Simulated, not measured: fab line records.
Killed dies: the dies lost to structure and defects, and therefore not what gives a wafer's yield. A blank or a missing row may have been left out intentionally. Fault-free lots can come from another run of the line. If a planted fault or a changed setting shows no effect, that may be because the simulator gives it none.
fab line records ; flow sky130
record lots=6; wafers=18; lastDay=50
route steps=708 shown SONOS_TUNNEL@156 SONOS_ONO@168 PAD_OPEN@708
lots untouched by any fault: they come from a run of this same line in which no faults occurred
startH: hours from the record's opening day to when the first of the lot's shown wafers began ; waitH: how many hours have passed since the lot's step before this one ; " as in the row above ; L1.1+2: a row that stands for several wafers ; - no value, or no start given ; * or withheld: withheld ; < > ~ a bound
route shown NAME@n: a module of which the file shows steps, and the number in the route of the first ; usual: average and standard deviation across the fault-free wafers ; same: alike in all rows ; chamber/n: place in a boat ; sites: each site's reading ; _std_site: standard deviation of those values ; _edge_site: mean of outer sites minus mean of inner sites ; radiusMm: how far each site lies from the wafer's centre ; mask NAME#n: copy n ; behind: the most recent tool/chamber to have shaped the wafer ; hold: why the lot was held/for how many hours/how that ended ; device: the transistor (n, p or np) that didn't switch ; end of line: the same wafers' tests at the end of the route ; a step given without rows: its recipe and nothing more ; killed: dies that structure and defects cost at the first sort, which is not the same as the wafer's yield ; map: a wafer's dies, x killed, . not, _ none there
set.NAME: the setting the step ran with; set.NAME@STEP: the setting that earlier step ran with ; model.NAME: the simulator's own value behind a step, which no gauge read
a table for each step, a row for each wafer; lots at some steps of the route
services: the hour from which a tool's chamber was out of use, counted from the record's first day as startH (under 0 if before that day), plus the number of hours and why
## steps
# step SKY_SONOS_TUNNEL_COAT_02
# recipe resist=NOVOLAK; spinRpm=3000; resistThkNm=1140
# step SKY_SONOS_TUNNEL_SOFTBAKE_03
# recipe tempC=90; timeS=60; resist=NOVOLAK
# step SKY_SONOS_TUNNEL_EXPOSE_04
# recipe maskId=TUNM; na=0.6; sourceShape=conventional; sigmaOuter=0.6; polarization=unpolarized; targetCdNm=410; doseMj=136
# step SKY_SONOS_TUNNEL_PEB_05
# recipe tempC=withheld; timeS=*; resist=NOVOLAK
# step SKY_SONOS_TUNNEL_DEVELOP_06
# recipe resist=NOVOLAK; developer=TMAH; developTimeS=60; devTempC=23
# step SKY_SONOS_TUNNEL_CD_MEAS_07
# recipe targetCdNm=410
# usual cdNm=410.9/2.2
lot.wafer;tool;chamber;startH;waitH;cdNm
L893.2;cdSem-02;-;255.97;0.2;410.1
L893.3;cdSem-02;-;255.97;0.2;409.3
L893.6;cdSem-02;-;255.97;0.2;410.3
L894.2;cdSem-02;-;267.61;0.1;411.3
L894.5;cdSem-02;-;267.61;0.1;411.2
L894.6;cdSem-02;-;267.61;0.1;413.2
L900.1;cdSem-02;-;309.53;0.1;412.5
L900.4;cdSem-02;-;309.53;0.1;413.0
L900.5;cdSem-02;-;309.53;0.1;413.5
L901.1;cdSem-02;-;317.29;0.1;408.5
L901.2;cdSem-02;-;317.29;0.1;408.0
L901.5;cdSem-02;-;317.29;0.1;405.3
L912.2;cdSem-02;-;405.46;0.1;408.6
L912.4;cdSem-02;-;405.46;0.1;408.2
L912.5;cdSem-02;-;405.46;0.1;408.1
L913.2;cdSem-02;-;417.36;0.1;412.0
L913.3;cdSem-02;-;417.36;0.1;411.7
L913.6;cdSem-02;-;417.36;0.1;412.7
# step SKY_SONOS_TUNNEL_OVL_MEAS_08
# usual SONOS_TUNNEL_OVL=-0.3/1.5
lot.wafer;tool;chamber;startH;waitH;SONOS_TUNNEL_OVL[nm]
L893.2;overlay-01;-;256.08;0.1;0.5
L893.3;overlay-01;-;256.08;0.1;1.5
L893.6;overlay-01;-;256.08;0.1;0.4
L894.2;overlay-01;-;267.72;0.1;-1.0
L894.5;overlay-01;-;267.72;0.1;0.3
L894.6;overlay-01;-;267.72;0.1;-1.2
L900.1;overlay-02;-;309.65;0.1;1.5
L900.4;overlay-02;-;309.65;0.1;1.1
L900.5;overlay-02;-;309.65;0.1;0.8
L901.1;overlay-02;-;317.41;0.1;-0.1
L901.2;overlay-02;-;317.41;0.1;-0.3
L901.5;overlay-02;-;317.41;0.1;-0.2
L912.2;overlay-02;-;405.56;0.1;1.5
L912.4;overlay-02;-;405.56;0.1;-0.5
L912.5;overlay-02;-;405.56;0.1;-0.3
L913.2;overlay-02;-;417.46;0.1;-0.5
L913.3;overlay-02;-;417.46;0.1;-0.4
L913.6;overlay-02;-;417.46;0.1;-3.4
# step SKY_SONOS_TUNNEL_IMPLANT_09
# recipe species=B; energyKev=20; doseCm2=1e+12; tiltDeg=withheld
# step SKY_SONOS_TUNNEL_WET_ETCH_10
# recipe chemistry=dHF; targetDepthNm=14; target=SiO2; dilution=100:1; tempC=25; timeS=280
# step SKY_SONOS_TUNNEL_STRIP_11
# recipe chemistry=SPM; timeS=600; tempC=130
# step SKY_SONOS_TUNNEL_TW_MEAS_12
# usual SONOS_TUNNEL_TW=196.3/1.1
lot.wafer;tool;chamber;startH;waitH;SONOS_TUNNEL_TW
L893.2;filmMetro-01;-;256.53;0.0;195.6
L893.3;filmMetro-01;-;256.53;0.0;196.3
L893.6;filmMetro-01;-;256.53;0.0;196.0
L894.2;filmMetro-01;-;268.17;0.0;195.2
L894.5;filmMetro-01;-;268.17;0.0;195.1
L894.6;filmMetro-01;-;268.17;0.0;194.5
L900.1;filmMetro-01;-;310.27;0.0;196.7
L900.4;filmMetro-01;-;310.27;0.0;197.8
L900.5;filmMetro-01;-;310.27;0.0;196.8
L901.1;filmMetro-01;-;317.86;0.0;198.0
L901.2;filmMetro-01;-;317.86;0.0;197.9
L901.5;filmMetro-01;-;317.86;0.0;197.6
L912.2;filmMetro-03;-;406.03;0.0;196.7
L912.4;filmMetro-03;-;406.03;0.0;197.2
L912.5;filmMetro-03;-;406.03;0.0;197.9
L913.2;filmMetro-03;-;417.93;0.0;196.6
L913.3;filmMetro-03;-;417.93;0.0;196.8
L913.6;filmMetro-03;-;417.93;0.0;196.5
# step SKY_SONOS_TUNNEL_CLEAN_13
# recipe chemistry=dHF; timeS=20; dilution=100:1; dry=ipaMarangoni
# step SKY_SONOS_ONO_OXIDATION_00
# recipe tempC=800; ambient=O2; idleTempC=700; rampUpCPerMin=10; rampDownCPerMin=3; stabiliseS=600; purgeS=300; targetThkA=26; oxTimeS=1249
# usual spikeTcUpperC=799.8/0.95; zonePowerUpperPct=14.7/0.88
# same purgeS=300
lot.wafer;tool;chamber;startH;waitH;spikeTcUpperC;zonePowerUpperPct
L893.2;furnace-01;0;258.96;2.4;800.0;15.5
L893.3;furnace-01;0;258.96;2.4;800.8;15.6
L893.6;furnace-01;0;258.96;2.4;798.5;15.6
L894.2;furnace-01;0;269.53;1.3;798.8;15.5
L894.5;furnace-01;0;269.53;1.3;800.8;15.6
L894.6;furnace-01;0;269.53;1.3;799.3;15.7
L900.1;furnace-02;0;311.11;0.8;800.1;14.1
L900.4;furnace-02;0;311.11;0.8;799.3;14.0
L900.5;furnace-02;0;311.11;0.8;800.8;14.0
L900.1;furnace-01;0;313.58;1.1;798.5;15.5
L900.4;furnace-01;0;313.58;1.1;799.0;15.8
L900.5;furnace-01;0;313.58;1.1;800.4;15.6
L901.1;furnace-02;0;317.93;0.0;799.4;13.9
L901.2;furnace-02;0;317.93;0.0;798.3;13.7
L901.5;furnace-02;0;317.93;0.0;801.0;13.6
L901.1;furnace-02;0;320.69;1.4;799.6;13.9
L901.2;furnace-02;0;320.69;1.4;799.6;13.9
L901.5;furnace-02;0;320.69;1.4;798.6;13.8
L912.2;furnace-02;0;406.49;0.4;800.1;14.0
L912.4;furnace-02;0;406.49;0.4;800.4;13.7
L912.5;furnace-02;0;406.49;0.4;799.2;13.9
L913.2;furnace-02;0;419.14;1.1;801.0;13.9
L913.3;furnace-02;0;419.14;1.1;800.1;13.9
L913.6;furnace-02;0;419.14;1.1;800.7;14.0
# step SKY_SONOS_ONO_THK_MEAS_01
# recipe reads=SiO2_of_SONOS_ONO_OXIDATION_00
# usual SONOS_ONO_OXIDATION_THK=2.60/0.058
lot.wafer;tool;chamber;startH;waitH;SONOS_ONO_OXIDATION_THK[nm]
L893.2;filmMetro-04;-;260.32;0.0;2.60
L893.3;filmMetro-04;-;260.32;0.0;2.60
L893.6;filmMetro-04;-;260.32;0.0;2.61
L894.2;filmMetro-04;-;270.89;0.0;2.52
L894.5;filmMetro-04;-;270.89;0.0;2.51
L894.6;filmMetro-04;-;270.89;0.0;2.45
L900.1;filmMetro-03;-;314.93;0.0;4.46
L900.4;filmMetro-03;-;314.93;0.0;4.35
L900.5;filmMetro-03;-;314.93;0.0;4.42
L900.1;filmMetro-03;-;315.15;0.2;4.45
L900.4;filmMetro-03;-;315.15;0.2;4.31
L900.5;filmMetro-03;-;315.15;0.2;4.40
L901.1;filmMetro-03;-;322.03;0.0;4.48
L901.2;filmMetro-03;-;322.03;0.0;4.46
L901.5;filmMetro-03;-;322.03;0.0;4.34
L901.1;filmMetro-03;-;322.26;0.2;4.50
L901.2;filmMetro-03;-;322.26;0.2;4.44
L901.5;filmMetro-03;-;322.26;0.2;4.37
L912.2;filmMetro-03;-;407.85;0.0;2.63
L912.4;filmMetro-03;-;407.85;0.0;2.61
L912.5;filmMetro-03;-;407.85;0.0;2.67
L913.2;filmMetro-02;-;420.50;0.0;2.57
L913.3;filmMetro-02;-;420.50;0.0;2.58
L913.6;filmMetro-02;-;420.50;0.0;2.51
# step SKY_SONOS_ONO_CVD_02
# recipe material=Si3N4; precursor=DCS/NH3; targetThkNm=10.5; tempC=770; timeS=180; pressureMtorr=250
# step SKY_PAD_OPEN_PROBE_99
# usual killed_at_M0_to_M3=43/7.2; killed_at_M4_up=3.0/1.7; killedAtContacts=24/5.3; killedAtFrontEnd=15/4.6; killedAtOther=0.3/0.5; killedDies=85/10; killedOpen=46/7.2; killedShort=39/6.4
# same grossDies=492; killedAtBackSide=0
lot.wafer;tool;chamber;startH;waitH;killed_at_M0_to_M3;killed_at_M4_up;killedAtContacts;killedAtFrontEnd;killedAtOther;killedDies;killedOpen;killedShort
L900.5;prober-02;-;1120.15;0.2;47;5;22;11;0;85;47;38
L901.1;prober-01;-;1127.96;0.1;45;1;27;15;1;89;50;39
L901.2;prober-01;-;1128.01;0.1;44;6;31;15;0;96;59;37
L901.5;prober-01;-;1128.16;0.2;39;2;23;16;0;80;49;31
L913.2;prober-01;-;1191.40;0.1;54;3;30;20;0;107;70;37
L913.3;prober-01;-;1191.45;0.2;55;4;22;30;0;111;58;53
L913.6;prober-01;-;1191.60;0.2;42;5;21;17;1;86;55;31
# killed by level:class
L900.5 VIA2:geometricParticle:open=12 CONTACT:geometricParticle:open=9 METAL1:geometricParticle:short=8 VIA2:geometricParticle:short=5 LOCAL_INTERCONNECT:geometricParticle:short=4 VIA1:geometricParticle:open=4 METAL2:geometricParticle:short=4 VIA3:geometricParticle:open=4
L901.1 CONTACT:geometricParticle:open=9 VIA1:geometricParticle:open=9 VIA2:geometricParticle:open=9 LI_CONTACT:geometricParticle:open=8 METAL2:geometricParticle:short=7 CONTACT:geometricParticle:short=5 VIA1:geometricParticle:short=5 POLY_GATE:geometricParticle:short=4
L901.2 VIA1:geometricParticle:open=12 LI_CONTACT:geometricParticle:open=12 CONTACT:geometricParticle:open=10 METAL1:geometricParticle:short=7 VIA2:geometricParticle:open=7 METAL4:geometricParticle:short=5 FIELD_ISO:geometricParticle:open=4 POLY_GATE:geometricParticle:open=4
L901.5 CONTACT:geometricParticle:open=10 VIA1:geometricParticle:open=9 VIA1:geometricParticle:short=8 LI_CONTACT:geometricParticle:open=7 VIA3:geometricParticle:open=5 FIELD_ISO:geometricParticle:open=4 METAL1:geometricParticle:short=4 VIA2:geometricParticle:open=4
L913.2 CONTACT:geometricParticle:open=15 VIA1:geometricParticle:open=14 VIA2:geometricParticle:open=12 METAL1:geometricParticle:short=7 VIA1:geometricParticle:short=7 VIA3:geometricParticle:open=7 FIELD_ISO:geometricParticle:open=5 POLY_GATE:geometricParticle:open=5
L913.3 VIA1:geometricParticle:open=19 FIELD_ISO:geometricParticle:short=13 VIA1:geometricParticle:short=9 CONTACT:geometricParticle:open=9 VIA3:geometricParticle:open=9 FIELD_ISO:geometricParticle:open=8 POLY_GATE:geometricParticle:short=4 LI_CONTACT:geometricParticle:open=4
L913.6 VIA1:geometricParticle:open=13 VIA2:geometricParticle:open=11 LI_CONTACT:geometricParticle:open=8 FIELD_ISO:geometricParticle:open=6 CONTACT:geometricParticle:open=6 VIA3:geometricParticle:open=4 METAL4:geometricParticle:short=4 FIELD_ISO:geometricParticle:short=3
## services
tool;chamber;startH;hours;kind
furnace-01;-;275.03;3.0;pm
furnace-02;-;374.06;4.1;pm
## key
firstSign step=SKY_SONOS_ONO_OXIDATION_00; reading=visit; direction=added
effect step=SKY_SONOS_ONO_THK_MEAS_01; reading=visit; direction=added
effect step=SKY_SONOS_ONO_THK_MEAS_01; reading=SONOS_ONO_OXIDATION_THK; direction=up; sigmas=31; usual=2.60; struck=4.42
metAt SKY_SONOS_ONO_OXIDATION_00
struckWafers L900.1,L900.4,L900.5,L901.1,L901.2,L901.5
testerLeftOut L900,L901
fault kind=repeatedStepWhole; tool=furnace-01,furnace-02; chamber=-; onsetH=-; steps=SKY_SONOS_ONO_OXIDATION_00; times=1; scope=struckLotsOnly
# testerLeftOut: of these lots the tester's yield and bins aren't shown, on N5 and GAA mostly nor the transistor test; their killed dies are dies lost to structure and defects alone, not to doping, threshold or leakage, so they don't give the yield
